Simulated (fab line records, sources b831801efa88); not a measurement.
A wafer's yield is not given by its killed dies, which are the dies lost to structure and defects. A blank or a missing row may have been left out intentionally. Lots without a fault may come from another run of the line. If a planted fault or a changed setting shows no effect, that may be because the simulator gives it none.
Which tool is to blame?	flow gf180mcu	7 lots, 21 wafers sampled, at 4 steps of a route of 602

WHAT EACH GAUGE READ, for each wafer
GF_V3_THK_MEAS_03.
lot	measured	on	V3_CVD_02_THK (nm)
L383	day 21 14:43	film metro-03	816 824 836
L387	day 23 05:33	film metro-01	837 849 864
L390	day 24 12:11	film metro-01	827 846 843
L392	day 25 01:10	film metro-01	840 852 836
L396	day 26 08:52	film metro-03	824 849 855
L398	day 26 20:08	film metro-02	852 875 854
L403	day 28 08:42	film metro-02	843 839 861

WHICH TOOL RAN EACH LOT (tool, then ch and the chambers of the sampled wafers, then the start)
lot	GF_M2_SPUTTER_01	GF_V2_SOFTBAKE_10	GF_V3_CVD_02
L383	pvd sputter-02, day 18 10:01	litho track-02 ch 0, day 20 00:00	pecvd-01 ch 0,2, day 21 14:39
L387	pvd sputter-02, day 20 02:58	litho track-04 ch 0, day 21 15:00	pecvd-01 ch 0,2, day 23 05:28
L390	pvd sputter-03, day 21 11:06	litho track-04 ch 0, day 22 23:00	pecvd-01 ch 1,2, day 24 12:06
L392	pvd sputter-03, day 22 01:25	litho track-04 ch 0, day 23 13:00	pecvd-02 ch 1,2, day 25 01:06
L396	pvd sputter-02, day 23 11:37	litho track-02 ch 0, day 24 22:00	pecvd-03 ch 0,1,2, day 26 08:47
L398	pvd sputter-02, day 24 01:04	litho track-04 ch 0, day 25 10:00	pecvd-02 ch 1,2, day 26 20:03
L403	pvd sputter-03, day 25 15:53	litho track-02 ch 0, day 26 23:00	pecvd-03 ch 1,2, day 28 08:38
- GF_M2_SPUTTER_01: material TiN, target thk 30 nm, time 25 s.
- GF_V2_SOFTBAKE_10: time 60 s.
- GF_V3_CVD_02: deposits SiO2 from TEOS, target thk 850 nm, time 94.851 s.

THE ANSWER, worked out from the rows above alone
Rule: the lots themselves supply what counts as usual. Put in order of their means at a reading, lots are off if they are a third of the lots or fewer, leave a main group of 4 or more, and stand apart from it by a gap of 3 or more times the standard deviation of the main group's means; of several such gaps the widest counts. A main group is skipped when, at the precision printed for the reading in the tables above, its means are all equal. Also off: a lot with no number at a reading for which 4 or more lots have one. All remaining lots with rows at the step are treated as sound.
Nothing can be told from this: no lot is off at any reading shown.

WHAT THE SIMULATOR HAD INSERTED
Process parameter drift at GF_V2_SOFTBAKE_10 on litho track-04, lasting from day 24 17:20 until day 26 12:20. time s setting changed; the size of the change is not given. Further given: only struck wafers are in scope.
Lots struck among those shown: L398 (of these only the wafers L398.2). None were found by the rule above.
